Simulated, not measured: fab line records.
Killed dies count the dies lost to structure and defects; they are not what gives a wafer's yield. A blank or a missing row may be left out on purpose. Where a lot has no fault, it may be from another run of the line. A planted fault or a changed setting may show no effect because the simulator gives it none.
fab line records / flow sky130
[record] lots = 5 wafers = 14 last-day = 49
route steps=708 shown VT_ADJUST_PCH@148 SONOS_TUNNEL@154 PAD_OPEN@708
lots that met no fault: taken from a fault-free run of the same line
start-h: hours from the record's first day to the start of the lot's first wafer shown / wait-h: hours since the lot's step before / " same as the row above / L1.1+2: one row covering several wafers at once / - no value present, or no start provided / * or withheld: withheld / < > ~ a bound
route shown NAME@n: names a module that has steps shown in the file, with the first one's number in the route / usual: average and standard deviation across the fault-free wafers / same: alike in all rows / chamber/n: place in a boat / sites: each site's reading / _std_site: standard deviation of those values / _edge_site: outer sites' mean less inner sites' / radius-mm: for every site, how far away it sits from the centre of the wafer / mask NAME#n: copy n / behind: the most recent tool/chamber to have shaped the wafer / hold: what put the lot on hold/how long, in hours/how the hold closed / device: the transistor (n, p or np) that didn't switch / end of line: tests of these same wafers at the route's end / where a step has no rows: the recipe by itself / killed: count of dies lost to structure and defects at first sort (not the wafer's yield) / map: per-die view of a wafer (x killed, . not killed, _ where there is no die)
set.NAME: the setting that was run; set.NAME@STEP: the one run at that earlier step / model.NAME: the simulator's own value behind a step, which no gauge read
lots at some steps of the route; a table a step, a row a wafer
services: a tool's chamber out of use, with start hour (start-h, from the record's first day; less than 0 if before it), hours out, and reason
[[steps]]
[step SKY_VT_ADJUST_PCH_PEB_05]
[recipe] temp-c = 115 time-s = withheld
[step SKY_VT_ADJUST_PCH_DEVELOP_06]
[recipe] wall-angle-deg = 90 developer = TMAH develop-time-s = 60 dev-temp-c = 23
[step SKY_VT_ADJUST_PCH_OVL_MEAS_07]
[usual] VT_ADJUST_PCH_OVL = -0.2/1.5
lot.wafer=L515.1 tool=overlay-02 chamber=- start-h=231.66 wait-h=- VT_ADJUST_PCH_OVL[nm]=-0.5
lot.wafer=L515.3 tool=overlay-02 chamber=- start-h=231.66 wait-h=- VT_ADJUST_PCH_OVL[nm]=2.3
lot.wafer=L515.5 tool=overlay-02 chamber=- start-h=231.66 wait-h=- VT_ADJUST_PCH_OVL[nm]=1.0
lot.wafer=L524.2 tool=overlay-01 chamber=- start-h=300.71 wait-h=- VT_ADJUST_PCH_OVL[nm]=-2.0
lot.wafer=L524.3 tool=overlay-01 chamber=- start-h=300.71 wait-h=- VT_ADJUST_PCH_OVL[nm]=-1.3
lot.wafer=L529.1 tool=overlay-01 chamber=- start-h=333.05 wait-h=- VT_ADJUST_PCH_OVL[nm]=-0.7
lot.wafer=L529.2 tool=overlay-01 chamber=- start-h=333.05 wait-h=- VT_ADJUST_PCH_OVL[nm]=-1.5
lot.wafer=L529.5 tool=overlay-01 chamber=- start-h=333.05 wait-h=- VT_ADJUST_PCH_OVL[nm]=-1.5
lot.wafer=L531.1 tool=overlay-01 chamber=- start-h=349.74 wait-h=- VT_ADJUST_PCH_OVL[nm]=0.9
lot.wafer=L531.5 tool=overlay-01 chamber=- start-h=349.74 wait-h=- VT_ADJUST_PCH_OVL[nm]=1.7
lot.wafer=L531.6 tool=overlay-01 chamber=- start-h=349.74 wait-h=- VT_ADJUST_PCH_OVL[nm]=1.3
lot.wafer=L532.2 tool=overlay-01 chamber=- start-h=360.80 wait-h=- VT_ADJUST_PCH_OVL[nm]=1.5
lot.wafer=L532.3 tool=overlay-01 chamber=- start-h=360.80 wait-h=- VT_ADJUST_PCH_OVL[nm]=1.6
lot.wafer=L532.4 tool=overlay-01 chamber=- start-h=360.80 wait-h=- VT_ADJUST_PCH_OVL[nm]=1.6
[step SKY_VT_ADJUST_PCH_IMPLANT_08]
[recipe] species = B energy-kev = 10 dose-cm2 = 5e+11 tilt-deg = withheld
[step SKY_VT_ADJUST_PCH_STRIP_09]
[recipe] chemistry = O2/N2 power-w = 1400 pressure-mtorr = 1500 platen-temp-c = withheld o2-flow-sccm = 3000 n2-flow-sccm = 300 overash-fraction = 0.5
[usual] drypump-motor-current-A = 5.46/0.19 oes-product-au = 0.723/0.0043 strip-time-to-endpoint-s = 36.94/0.087
[same] overash-fraction = 0.5
lot.wafer=L515.1 tool=plasma-asher-03 chamber=1 start-h=231.84 wait-h=0.1 drypump-motor-current-A=5.71 oes-product-au=0.725 rf-hours-counter-h=52 strip-time-to-endpoint-s=36.94
lot.wafer=L515.3 tool=plasma-asher-03 chamber=0 start-h=231.84 wait-h=0.1 drypump-motor-current-A=5.28 oes-product-au=0.716 rf-hours-counter-h=- strip-time-to-endpoint-s=36.83
lot.wafer=L515.5 tool=plasma-asher-03 chamber=1 start-h=231.84 wait-h=0.1 drypump-motor-current-A=5.70 oes-product-au=0.724 rf-hours-counter-h=- strip-time-to-endpoint-s=36.82
lot.wafer=L524.2 tool=plasma-asher-03 chamber=0 start-h=300.89 wait-h=0.1 drypump-motor-current-A=5.28 oes-product-au=0.715 rf-hours-counter-h=59 strip-time-to-endpoint-s=36.96
lot.wafer=L524.3 tool=plasma-asher-03 chamber=1 start-h=300.89 wait-h=0.1 drypump-motor-current-A=5.72 oes-product-au=0.726 rf-hours-counter-h=- strip-time-to-endpoint-s=37.01
lot.wafer=L529.1 tool=plasma-asher-04 chamber=0 start-h=333.23 wait-h=0.1 drypump-motor-current-A=5.12 oes-product-au=0.714 rf-hours-counter-h=50 strip-time-to-endpoint-s=36.78
lot.wafer=L529.2 tool=plasma-asher-04 chamber=1 start-h=333.23 wait-h=0.1 drypump-motor-current-A=5.66 oes-product-au=0.713 rf-hours-counter-h=50 strip-time-to-endpoint-s=36.91
lot.wafer=L529.5 tool=plasma-asher-04 chamber=1 start-h=333.23 wait-h=0.1 drypump-motor-current-A=5.70 oes-product-au=0.726 rf-hours-counter-h=- strip-time-to-endpoint-s=36.92
lot.wafer=L531.1 tool=plasma-asher-04 chamber=0 start-h=349.93 wait-h=0.1 drypump-motor-current-A=5.13 oes-product-au=0.724 rf-hours-counter-h=52 strip-time-to-endpoint-s=36.96
lot.wafer=L531.5 tool=plasma-asher-04 chamber=0 start-h=349.93 wait-h=0.1 drypump-motor-current-A=5.14 oes-product-au=0.728 rf-hours-counter-h=- strip-time-to-endpoint-s=36.95
lot.wafer=L531.6 tool=plasma-asher-04 chamber=1 start-h=349.93 wait-h=0.1 drypump-motor-current-A=5.70 oes-product-au=0.722 rf-hours-counter-h=- strip-time-to-endpoint-s=37.00
lot.wafer=L532.2 tool=plasma-asher-01 chamber=1 start-h=360.98 wait-h=0.1 drypump-motor-current-A=5.46 oes-product-au=0.725 rf-hours-counter-h=24 strip-time-to-endpoint-s=36.88
lot.wafer=L532.3 tool=plasma-asher-01 chamber=0 start-h=360.98 wait-h=0.1 drypump-motor-current-A=5.52 oes-product-au=0.724 rf-hours-counter-h=- strip-time-to-endpoint-s=36.91
lot.wafer=L532.4 tool=plasma-asher-01 chamber=1 start-h=360.98 wait-h=0.1 drypump-motor-current-A=5.45 oes-product-au=0.722 rf-hours-counter-h=- strip-time-to-endpoint-s=37.00
[step SKY_VT_ADJUST_PCH_TW_MEAS_10]
[usual] VT_ADJUST_PCH_TW = 143.2/0.74
lot.wafer=L515.1 tool=film-metro-03 chamber=- start-h=231.94 wait-h=0.1 VT_ADJUST_PCH_TW=143.5
lot.wafer=L515.3 tool=film-metro-03 chamber=- start-h=231.94 wait-h=0.1 VT_ADJUST_PCH_TW=143.6
lot.wafer=L515.5 tool=film-metro-03 chamber=- start-h=231.94 wait-h=0.1 VT_ADJUST_PCH_TW=143.4
lot.wafer=L524.2 tool=film-metro-02 chamber=- start-h=301.00 wait-h=0.1 VT_ADJUST_PCH_TW=144.4
lot.wafer=L524.3 tool=film-metro-02 chamber=- start-h=301.00 wait-h=0.1 VT_ADJUST_PCH_TW=144.6
lot.wafer=L529.1 tool=film-metro-02 chamber=- start-h=333.33 wait-h=0.1 VT_ADJUST_PCH_TW=142.3
lot.wafer=L529.2 tool=film-metro-02 chamber=- start-h=333.33 wait-h=0.1 VT_ADJUST_PCH_TW=143.4
lot.wafer=L529.5 tool=film-metro-02 chamber=- start-h=333.33 wait-h=0.1 VT_ADJUST_PCH_TW=142.2
lot.wafer=L531.1 tool=film-metro-04 chamber=- start-h=350.03 wait-h=0.1 VT_ADJUST_PCH_TW=143.1
lot.wafer=L531.5 tool=film-metro-04 chamber=- start-h=350.03 wait-h=0.1 VT_ADJUST_PCH_TW=143.7
lot.wafer=L531.6 tool=film-metro-04 chamber=- start-h=350.03 wait-h=0.1 VT_ADJUST_PCH_TW=143.4
lot.wafer=L532.2 tool=film-metro-04 chamber=- start-h=361.09 wait-h=0.1 VT_ADJUST_PCH_TW=144.0
lot.wafer=L532.3 tool=film-metro-04 chamber=- start-h=361.09 wait-h=0.1 VT_ADJUST_PCH_TW=142.9
lot.wafer=L532.4 tool=film-metro-04 chamber=- start-h=361.09 wait-h=0.1 VT_ADJUST_PCH_TW=143.0
[step SKY_SONOS_TUNNEL_DEHYDRATE_00]
[recipe] temp-c = 200 time-s = 60
[step SKY_SONOS_TUNNEL_HMDS_01]
[recipe] prime-time-s = 60 prime-temp-c = 120
[step SKY_SONOS_TUNNEL_COAT_02]
[recipe] resist = NOVOLAK spin-rpm = 3000 resist-thk-nm = 1140
[step SKY_SONOS_TUNNEL_SOFTBAKE_03]
[recipe] temp-c = 90 time-s = 60 resist = NOVOLAK
[step SKY_SONOS_TUNNEL_EXPOSE_04]
[recipe] mask-id = TUNM na = 0.6 source-shape = conventional sigma-outer = 0.6 polarization = unpolarized target-cd-nm = 410 dose-mj = 136
[step SKY_SONOS_TUNNEL_PEB_05]
[recipe] temp-c = withheld time-s = * resist = NOVOLAK
[step SKY_SONOS_TUNNEL_DEVELOP_06]
[recipe] resist = NOVOLAK developer = TMAH develop-time-s = 60 dev-temp-c = 23
lot.wafer=L515.1+3+5 tool=litho-track-02 chamber=0 start-h=255.11 wait-h=0.1
lot.wafer=L524.2+3 tool=litho-track-02 chamber=0 start-h=326.83 wait-h=0.1
lot.wafer=L529.1+2+5 tool=litho-track-03 chamber=0 start-h=359.90 wait-h=0.1
lot.wafer=L531.1+5+6 tool=litho-track-01 chamber=0 start-h=377.24 wait-h=0.1
lot.wafer=L532.2+3+4 tool=litho-track-01 chamber=0 start-h=389.52 wait-h=0.1
[step SKY_SONOS_TUNNEL_OVL_MEAS_08]
[usual] SONOS_TUNNEL_OVL = 0.2/1.4
lot.wafer=L515.1 tool=overlay-01 chamber=- start-h=255.38 wait-h=0.1 SONOS_TUNNEL_OVL[nm]=-0.9
lot.wafer=L515.3 tool=overlay-01 chamber=- start-h=255.38 wait-h=0.1 SONOS_TUNNEL_OVL[nm]=-0.6
lot.wafer=L515.5 tool=overlay-01 chamber=- start-h=255.38 wait-h=0.1 SONOS_TUNNEL_OVL[nm]=-0.3
lot.wafer=L524.2 tool=overlay-01 chamber=- start-h=327.08 wait-h=0.1 SONOS_TUNNEL_OVL[nm]=-0.4
lot.wafer=L524.3 tool=overlay-01 chamber=- start-h=327.08 wait-h=0.1 SONOS_TUNNEL_OVL[nm]=-1.8
lot.wafer=L529.1 tool=overlay-02 chamber=- start-h=360.17 wait-h=0.1 SONOS_TUNNEL_OVL[nm]=2.1
lot.wafer=L529.2 tool=overlay-02 chamber=- start-h=360.17 wait-h=0.1 SONOS_TUNNEL_OVL[nm]=0.7
lot.wafer=L529.5 tool=overlay-02 chamber=- start-h=360.17 wait-h=0.1 SONOS_TUNNEL_OVL[nm]=0.2
lot.wafer=L531.1 tool=overlay-02 chamber=- start-h=377.51 wait-h=0.1 SONOS_TUNNEL_OVL[nm]=-0.9
lot.wafer=L531.5 tool=overlay-02 chamber=- start-h=377.51 wait-h=0.1 SONOS_TUNNEL_OVL[nm]=-0.3
lot.wafer=L531.6 tool=overlay-02 chamber=- start-h=377.51 wait-h=0.1 SONOS_TUNNEL_OVL[nm]=0.7
lot.wafer=L532.2 tool=overlay-02 chamber=- start-h=389.77 wait-h=0.1 SONOS_TUNNEL_OVL[nm]=1.6
lot.wafer=L532.3 tool=overlay-02 chamber=- start-h=389.77 wait-h=0.1 SONOS_TUNNEL_OVL[nm]=-0.4
lot.wafer=L532.4 tool=overlay-02 chamber=- start-h=389.77 wait-h=0.1 SONOS_TUNNEL_OVL[nm]=0.9
[step SKY_SONOS_TUNNEL_IMPLANT_09]
[recipe] species = B energy-kev = 20 dose-cm2 = 1e+12 tilt-deg = withheld
[step SKY_SONOS_TUNNEL_WET_ETCH_10]
[recipe] chemistry = dHF target-depth-nm = 14 target = SiO2 dilution = 100:1 temp-c = 25 time-s = 280
[step SKY_SONOS_TUNNEL_STRIP_11]
[recipe] chemistry = SPM time-s = 600 temp-c = 130
[step SKY_SONOS_TUNNEL_TW_MEAS_12]
[usual] SONOS_TUNNEL_TW = 199.3/1.6
lot.wafer=L515.1 tool=film-metro-01 chamber=- start-h=255.82 wait-h=0.0 SONOS_TUNNEL_TW=200.9
lot.wafer=L515.3 tool=film-metro-01 chamber=- start-h=255.82 wait-h=0.0 SONOS_TUNNEL_TW=201.3
lot.wafer=L515.5 tool=film-metro-01 chamber=- start-h=255.82 wait-h=0.0 SONOS_TUNNEL_TW=201.5
lot.wafer=L524.2 tool=film-metro-04 chamber=- start-h=327.53 wait-h=0.0 SONOS_TUNNEL_TW=200.2
lot.wafer=L524.3 tool=film-metro-04 chamber=- start-h=327.53 wait-h=0.0 SONOS_TUNNEL_TW=30.4
lot.wafer=L529.1 tool=film-metro-01 chamber=- start-h=360.65 wait-h=0.0 SONOS_TUNNEL_TW=200.6
lot.wafer=L529.2 tool=film-metro-01 chamber=- start-h=360.65 wait-h=0.0 SONOS_TUNNEL_TW=201.5
lot.wafer=L529.5 tool=film-metro-01 chamber=- start-h=360.65 wait-h=0.0 SONOS_TUNNEL_TW=200.9
lot.wafer=L531.1 tool=film-metro-01 chamber=- start-h=377.98 wait-h=0.0 SONOS_TUNNEL_TW=201.0
lot.wafer=L531.5 tool=film-metro-01 chamber=- start-h=377.98 wait-h=0.0 SONOS_TUNNEL_TW=200.1
lot.wafer=L531.6 tool=film-metro-01 chamber=- start-h=377.98 wait-h=0.0 SONOS_TUNNEL_TW=200.3
lot.wafer=L532.2 tool=film-metro-04 chamber=- start-h=390.26 wait-h=0.0 SONOS_TUNNEL_TW=197.5
lot.wafer=L532.3 tool=film-metro-04 chamber=- start-h=390.26 wait-h=0.0 SONOS_TUNNEL_TW=197.8
lot.wafer=L532.4 tool=film-metro-04 chamber=- start-h=390.26 wait-h=0.0 SONOS_TUNNEL_TW=198.2
[step SKY_SONOS_TUNNEL_CLEAN_13]
[recipe] chemistry = dHF time-s = 20 dilution = 100:1 dry = ipa-marangoni
[step SKY_PAD_OPEN_PROBE_99]
[usual] killed_at_M0_to_M3 = 45/6.9 killed_at_M4_up = 3.1/1.7 killed-at-contacts = 24/5.7 killed-at-front-end = 15/4.6 killed-at-other = 0.3/0.57 killed-dies = 87/10 killed-on-rim = 17/3.9 killed-open = 48/7.4 killed-short = 39/6.7
[same] gross-dies = 492 killed-at-back-side = 0
lot.wafer=L524.2 tool=prober-02 chamber=- start-h=1139.90 wait-h=0.1 killed_at_M0_to_M3=31 killed_at_M4_up=2 killed-at-contacts=17 killed-at-front-end=18 killed-at-other=0 killed-dies=68 killed-on-rim=14 killed-open=40 killed-short=28
lot.wafer=L524.3 tool=prober-02 chamber=- start-h=1139.95 wait-h=0.2 killed_at_M0_to_M3=45 killed_at_M4_up=3 killed-at-contacts=28 killed-at-front-end=416 killed-at-other=0 killed-dies=492 killed-on-rim=96 killed-open=55 killed-short=36
lot.wafer=L529.1 tool=prober-01 chamber=- start-h=1159.17 wait-h=0.1 killed_at_M0_to_M3=40 killed_at_M4_up=3 killed-at-contacts=19 killed-at-front-end=20 killed-at-other=0 killed-dies=82 killed-on-rim=17 killed-open=41 killed-short=41
lot.wafer=L529.2 tool=prober-01 chamber=- start-h=1159.22 wait-h=0.1 killed_at_M0_to_M3=44 killed_at_M4_up=4 killed-at-contacts=15 killed-at-front-end=16 killed-at-other=0 killed-dies=79 killed-on-rim=9 killed-open=59 killed-short=20
lot.wafer=L529.5 tool=prober-01 chamber=- start-h=1159.37 wait-h=0.2 killed_at_M0_to_M3=59 killed_at_M4_up=6 killed-at-contacts=24 killed-at-front-end=12 killed-at-other=2 killed-dies=103 killed-on-rim=15 killed-open=63 killed-short=40
lot.wafer=L531.1 tool=prober-01 chamber=- start-h=1169.31 wait-h=0.1 killed_at_M0_to_M3=47 killed_at_M4_up=5 killed-at-contacts=28 killed-at-front-end=17 killed-at-other=0 killed-dies=97 killed-on-rim=23 killed-open=54 killed-short=43
lot.wafer=L531.5 tool=prober-01 chamber=- start-h=1169.51 wait-h=0.2 killed_at_M0_to_M3=38 killed_at_M4_up=1 killed-at-contacts=25 killed-at-front-end=16 killed-at-other=1 killed-dies=81 killed-on-rim=21 killed-open=40 killed-short=41
lot.wafer=L531.6 tool=prober-01 chamber=- start-h=1169.56 wait-h=0.2 killed_at_M0_to_M3=43 killed_at_M4_up=3 killed-at-contacts=24 killed-at-front-end=11 killed-at-other=0 killed-dies=81 killed-on-rim=20 killed-open=53 killed-short=28
lot.wafer=L532.2 tool=prober-02 chamber=- start-h=1177.62 wait-h=0.1 killed_at_M0_to_M3=44 killed_at_M4_up=3 killed-at-contacts=16 killed-at-front-end=20 killed-at-other=0 killed-dies=83 killed-on-rim=13 killed-open=40 killed-short=43
lot.wafer=L532.3 tool=prober-02 chamber=- start-h=1177.67 wait-h=0.2 killed_at_M0_to_M3=45 killed_at_M4_up=6 killed-at-contacts=23 killed-at-front-end=12 killed-at-other=0 killed-dies=86 killed-on-rim=22 killed-open=40 killed-short=46
lot.wafer=L532.4 tool=prober-02 chamber=- start-h=1177.72 wait-h=0.2 killed_at_M0_to_M3=53 killed_at_M4_up=1 killed-at-contacts=19 killed-at-front-end=13 killed-at-other=0 killed-dies=86 killed-on-rim=15 killed-open=51 killed-short=35
// killed by level:class
L524.2 VIA1:geometric-particle:open=8 CONTACT:geometric-particle:open=7 FIELD_ISO:geometric-particle:open=6 VIA3:geometric-particle:open=6 FIELD_ISO:geometric-particle:short=5 POLY_GATE:geometric-particle:short=5 METAL1:geometric-particle:short=5 LI_CONTACT:geometric-particle:open=4
L524.3 SONOS_TUNNEL:area-develop=401 LI_CONTACT:geometric-particle:open=11 CONTACT:geometric-particle:open=10 METAL1:geometric-particle:short=9 VIA1:geometric-particle:open=9 POLY_GATE:geometric-particle:open=4 VIA3:geometric-particle:open=4 VIA1:geometric-particle:short=4
L529.1 VIA1:geometric-particle:open=11 POLY_GATE:geometric-particle:short=8 CONTACT:geometric-particle:open=8 CONTACT:geometric-particle:short=6 VIA2:geometric-particle:open=5 VIA3:geometric-particle:open=5 FIELD_ISO:geometric-particle:short=4 METAL1:geometric-particle:short=4
L529.2 VIA1:geometric-particle:open=11 VIA2:geometric-particle:open=10 LI_CONTACT:geometric-particle:open=9 VIA3:geometric-particle:open=9 FIELD_ISO:geometric-particle:open=5 POLY_GATE:geometric-particle:open=4 METAL2:geometric-particle:short=3 METAL1:geometric-particle:short=3
L529.5 VIA1:geometric-particle:open=20 LI_CONTACT:geometric-particle:open=9 VIA2:geometric-particle:open=9 VIA3:geometric-particle:open=9 CONTACT:geometric-particle:open=7 METAL1:geometric-particle:short=7 POLY_GATE:geometric-particle:open=5 METAL4:geometric-particle:short=5
L531.1 VIA1:geometric-particle:open=16 CONTACT:geometric-particle:open=14 METAL2:geometric-particle:short=8 CONTACT:geometric-particle:short=7 POLY_GATE:geometric-particle:open=6 POLY_GATE:geometric-particle:short=5 METAL1:geometric-particle:short=4 VIA1:geometric-particle:short=4
L531.5 VIA1:geometric-particle:open=10 CONTACT:geometric-particle:open=8 CONTACT:geometric-particle:short=7 FIELD_ISO:geometric-particle:open=6 METAL1:geometric-particle:short=6 FIELD_ISO:geometric-particle:short=5 VIA3:geometric-particle:short=4 LI_CONTACT:geometric-particle:open=4
L531.6 CONTACT:geometric-particle:open=13 VIA1:geometric-particle:open=11 VIA3:geometric-particle:open=10 METAL1:geometric-particle:short=6 VIA2:geometric-particle:open=5 POLY_GATE:geometric-particle:short=4 METAL4:geometric-particle:short=3 POLY_GATE:geometric-particle:open=3
L532.2 VIA1:geometric-particle:open=14 LOCAL_INTERCONNECT:geometric-particle:short=9 POLY_GATE:geometric-particle:open=7 VIA1:geometric-particle:short=6 FIELD_ISO:geometric-particle:short=4 METAL1:geometric-particle:short=4 METAL2:geometric-particle:short=4 VIA3:geometric-particle:open=4
L532.3 CONTACT:geometric-particle:open=8 VIA3:geometric-particle:open=8 VIA1:geometric-particle:open=7 METAL1:geometric-particle:short=6 POLY_GATE:geometric-particle:short=6 VIA2:geometric-particle:open=6 LI_CONTACT:geometric-particle:open=5 LOCAL_INTERCONNECT:geometric-particle:short=5
L532.4 VIA1:geometric-particle:open=12 METAL1:geometric-particle:short=8 VIA2:geometric-particle:open=8 METAL2:geometric-particle:short=7 CONTACT:geometric-particle:open=6 VIA3:geometric-particle:open=6 POLY_GATE:geometric-particle:open=5 VIA3:geometric-particle:short=5
// map L524.3 (x killed, . not)
__________xxxxxxxxxx_________
________xxxxxxxxxxxxxx_______
______xxxxxxxxxxxxxxxxxx_____
_____xxxxxxxxxxxxxxxxxxxx____
____xxxxxxxxxxxxxxxxxxxxxx___
___xxxxxxxxxxxxxxxxxxxxxxxx__
__xxxxxxxxxxxxxxxxxxxxxxxxxx_
_xxxxxxxxxxxxxxxxxxxxxxxxxxxx
_xxxxxxxxxxxxxxxxxxxxxxxxxxxx
_xxxxxxxxxxxxxxxxxxxxxxxxxxxx
_xxxxxxxxxxxxxxxxxxxxxxxxxxxx
_xxxxxxxxxxxxxxxxxxxxxxxxxxxx
_xxxxxxxxxxxxxxxxxxxxxxxxxxxx
_xxxxxxxxxxxxxxxxxxxxxxxxxxxx
_xxxxxxxxxxxxxxxxxxxxxxxxxxxx
__xxxxxxxxxxxxxxxxxxxxxxxxxx_
___xxxxxxxxxxxxxxxxxxxxxxxx__
____xxxxxxxxxxxxxxxxxxxxxx___
_____xxxxxxxxxxxxxxxxxxxx____
______xxxxxxxxxxxxxxxxxx_____
________xxxxxxxxxxxxxx_______
__________xxxxxxxxxx_________
// map L515.1 (x killed, . not)
__________.........._________
________........x....x_______
______x....x.xxxx..x...._____
_____.....x..xx...xx..x.x____
____.x....x........x...x..___
___..xx....x......x..x.....__
__x..x..x.........x.....x.xx_
_x..x.x................x.....
_x....x....................x.
_.x..........x....x.......x..
_..x....x....x............x..
_...x.x.......xx...x..x.x....
_.x..x.......x......x........
_.x...x....x......x.......xx.
_xx........x...x...x.x.....x.
__x.x.....................x._
___........x...............__
____...x...x..xx..xx...x..___
_____...xx.x.xx.........x____
______.x.x.........x..x._____
________....x.x..x...._______
__________x.....x..._________
[[services]]
tool=plasma-asher-04 chamber=- start-h=272.96 hours=14.6 kind=pm
tool=plasma-asher-03 chamber=- start-h=316.40 hours=4.0 kind=repair
tool=plasma-asher-03 chamber=- start-h=342.75 hours=1.3 kind=repair
tool=plasma-asher-01 chamber=- start-h=349.76 hours=0.4 kind=repair
[[key]]
[first-sign] step = SKY_SONOS_TUNNEL_TW_MEAS_12 reading = SONOS_TUNNEL_TW direction = down sigmas = 99+ usual = 199.3 struck = 30.4
[effect] step = SKY_PAD_OPEN_PROBE_99 reading = killed-at-front-end direction = up sigmas = 87 usual = 15 struck = 416
[more-kills-born-at] SKY_SONOS_TUNNEL_DEVELOP_06@litho-track-02 = 401
met-at SKY_SONOS_TUNNEL_DEVELOP_06
struck-wafers L524.3
later-rows-left-out L524.3
tester-left-out L524
onset-between 255.11 326.83
[fault] kind = process-parameter-drift tool = litho-track-02 chamber = - onset-h = 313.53 steps = SKY_SONOS_TUNNEL_DEVELOP_06 channel = develop-time-s offset = * shape = step end-h = 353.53 scope = struck-wafers-only acts-in = * stated = *
// tester-left-out: of these lots the tester's yield and bins aren't shown, on N5 and GAA mostly nor the transistor test; their killed dies are dies lost to structure and defects alone, not to doping, threshold or leakage, so they don't give the yield
// later-rows-left-out: the simulator's readings of these wafers behind a module that went badly wrong aren't trusted and aren't shown, but for the sort
